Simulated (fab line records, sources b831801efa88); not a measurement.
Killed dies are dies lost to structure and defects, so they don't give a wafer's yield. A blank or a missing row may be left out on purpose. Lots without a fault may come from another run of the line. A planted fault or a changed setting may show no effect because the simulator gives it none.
Which tool did it? | flow sky130 | 12 lots, 36 wafers sampled, at 4 steps of a route of 708

WHAT THE GAUGES READ, wafer by wafer
SKY_NWELL_RS_MEAS_29: measures by four-point-probe.
lot  | measured     | on            | NWELL_RS (ohm/sq)
L629 | day 5 09:47  | film_metro-03 | 624.0 623.5 622.3
L630 | day 5 18:11  | film_metro-03 | 623.5 624.0 623.8
L631 | day 6 01:09  | film_metro-01 | 621.6 625.4 623.5
L632 | day 6 02:25  | film_metro-01 | 627.5 626.0 623.8
L633 | day 6 06:32  | film_metro-01 | 623.0 625.2 623.8
L634 | day 6 16:24  | film_metro-04 | 643.3 643.6 644.7
L636 | day 7 02:56  | film_metro-03 | 640.6 641.2 640.9
L637 | day 7 09:57  | film_metro-04 | 624.4 623.9 627.5
L638 | day 7 16:16  | film_metro-03 | 641.8 644.3 644.0
L644 | day 9 09:38  | film_metro-04 | 626.9 626.3 626.0
L651 | day 11 10:56 | film_metro-04 | 624.4 624.8 624.2
L652 | day 11 16:42 | film_metro-01 | 625.1 624.6 624.1

SKY_SONOS_ONO_THK_MEAS_03.
lot  | measured     | on            | SONOS_ONO_CVD_02_THK (nm)
L629 | day 11 18:52 | film_metro-01 | 10.32 10.46 10.32
L630 | day 12 03:41 | film_metro-04 | 10.40 10.22 10.37
L631 | day 12 12:05 | film_metro-04 | 10.38 10.30 10.28
L632 | day 12 16:42 | film_metro-02 | 10.27 10.18 10.09
L633 | day 12 20:18 | film_metro-02 | 10.59 10.65 10.50
L634 | day 13 07:11 | film_metro-04 | 10.46 10.42 10.35
L636 | day 14 06:10 | film_metro-01 | 10.36 10.21 10.14
L637 | day 14 11:36 | film_metro-04 | 10.24 10.15 10.13
L638 | day 14 17:34 | film_metro-04 | 10.25 10.33 10.21
L644 | day 16 20:59 | film_metro-02 | 10.42 10.28 10.37
L651 | day 19 13:36 | film_metro-02 | 10.50 10.35 10.43
L652 | day 19 23:26 | film_metro-04 | 10.44 10.41 10.53

WHICH TOOL RAN EACH LOT (tool, then ch and the chambers of the sampled wafers, then the start)
lot  | SKY_FIELD_ISO_ETCH_14             | SKY_NWELL_IMPLANT_11
L629 | rie_diel-03 ch 0,1,3, day 2 04:39 | implanter-02 ch 0, day 4 15:32
L630 | rie_diel-03 ch 0,2, day 2 10:13   | implanter-02 ch 0, day 4 23:23
L631 | rie_diel-04 ch 0,1,2, day 2 14:46 | implanter-02 ch 0, day 5 04:44
L632 | rie_diel-01 ch 1,3, day 2 20:09   | implanter-01 ch 0, day 5 07:04
L633 | rie_diel-01 ch 0,3, day 3 00:39   | implanter-01 ch 0, day 5 11:08
L634 | rie_diel-01 ch 0,1,2, day 3 08:28 | implanter-01 ch 0, day 5 20:52
L636 | rie_diel-04 ch 0,1,2, day 3 17:49 | implanter-01 ch 0, day 6 06:56
L637 | rie_diel-03 ch 0,2,3, day 3 22:31 | implanter-04 ch 0, day 6 13:10
L638 | rie_diel-03 ch 0,2, day 4 03:46   | implanter-01 ch 0, day 6 19:42
L644 | rie_diel-01 ch 2,3, day 5 16:12   | implanter-04 ch 0, day 8 10:37
L651 | rie_diel-04 ch 0,1,3, day 6 23:52 | implanter-04 ch 0, day 10 11:07
L652 | rie_diel-01 ch 0,1,3, day 7 03:49 | implanter-04 ch 0, day 10 16:14
- SKY_FIELD_ISO_ETCH_14: etches BARC in N2/H2, stops on SiO2, time 45.9 s, target depth 60 nm.
- SKY_NWELL_IMPLANT_11

WHAT THE TOOLS THEMSELVES READ (means of the sampled wafers that have a number; where no wafer has one, the mark that the record gives instead)
SKY_FIELD_ISO_ETCH_14.
lot  | tool        | chamber_pressure_mTorr (mTorr) | drypump_motor_current_A (A) | h2_flow_sccm (sccm) | n2_flow_sccm (sccm) | oes_product_au (a.u.) | throttle_valve_pct (%)
L629 | rie_diel-03 | 30.00                          | 6.3                         | 200.4               | 99.9                | 0.857                 | 13.221
L630 | rie_diel-03 | 30.02                          | 5.7                         | 199.8               | 100.0               | 0.850                 | 13.209
L631 | rie_diel-04 | 30.00                          | 5.7                         | 200.2               | 99.9                | 0.851                 | 13.222
L632 | rie_diel-01 | 30.13                          | 6.1                         | 199.9               | 100.1               | 0.853                 | 13.222
L633 | rie_diel-01 | 29.99                          | 5.7                         | 199.8               | 99.9                | 0.853                 | 13.220
L634 | rie_diel-01 | 29.98                          | 6.2                         | 200.0               | 99.9                | 0.851                 | 13.217
L636 | rie_diel-04 | 30.00                          | 5.7                         | 199.7               | 100.1               | 0.852                 | 13.225
L637 | rie_diel-03 | 29.99                          | 6.0                         | 200.5               | 100.2               | 0.851                 | 13.232
L638 | rie_diel-03 | 30.00                          | 5.7                         | 199.8               | 100.2               | 0.856                 | 13.222
L644 | rie_diel-01 | 30.03                          | 5.7                         | 200.6               | 99.6                | 0.856                 | 13.224
L651 | rie_diel-04 | 30.01                          | 5.5                         | 199.6               | 100.0               | 0.853                 | 13.229
L652 | rie_diel-01 | 30.00                          | 6.0                         | 200.1               | 100.0               | 0.852                 | 13.220

THE ANSWER, worked out from the rows above alone
Rule: what is usual is taken from the lots themselves. Put in order of their means at a reading, lots are off if they are a third of the lots or fewer, leave a main group of 4 or more, and stand apart from it by a gap of 3 or more times the standard deviation of the main group's means; of several such gaps the widest counts. A main group whose means are all the same, to the digits that the tables above print for the reading, isn't used. A lot without any number at a reading at which 4 lots or more have one is off too. The other lots that the step has rows for count as sound. The gauges are gone through in route order, then the tools' own readings, and for those a lot's mean is taken as printed above. The first step at which some lot is off is used, and at that step the reading that is off furthest; a lot without a number counts as furthest.
Off: L634, L636, L638, at SKY_NWELL_RS_MEAS_29 (NWELL_RS). The main group: mean 624.6 ohm/sq, standard deviation 1.
A tool fits if, at a process step before that reading, it ran every lot that is off, and no sound lot after the first of them. The gauges at SKY_NWELL_RS_MEAS_29 are tried like those tools. One fits: implanter-01 at SKY_NWELL_IMPLANT_11. Its last sound lot is L633 (day 5 11:08), its first lot that is off L634 (day 5 20:52): a fault that began between those two fits.

WHAT THE SIMULATOR HAD PUT IN
Process parameter drift: implanter-01, from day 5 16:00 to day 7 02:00, at SKY_NWELL_IMPLANT_11. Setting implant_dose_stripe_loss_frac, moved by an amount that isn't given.
Lots struck among those shown: L634, L636, L638. The rule above found the same.
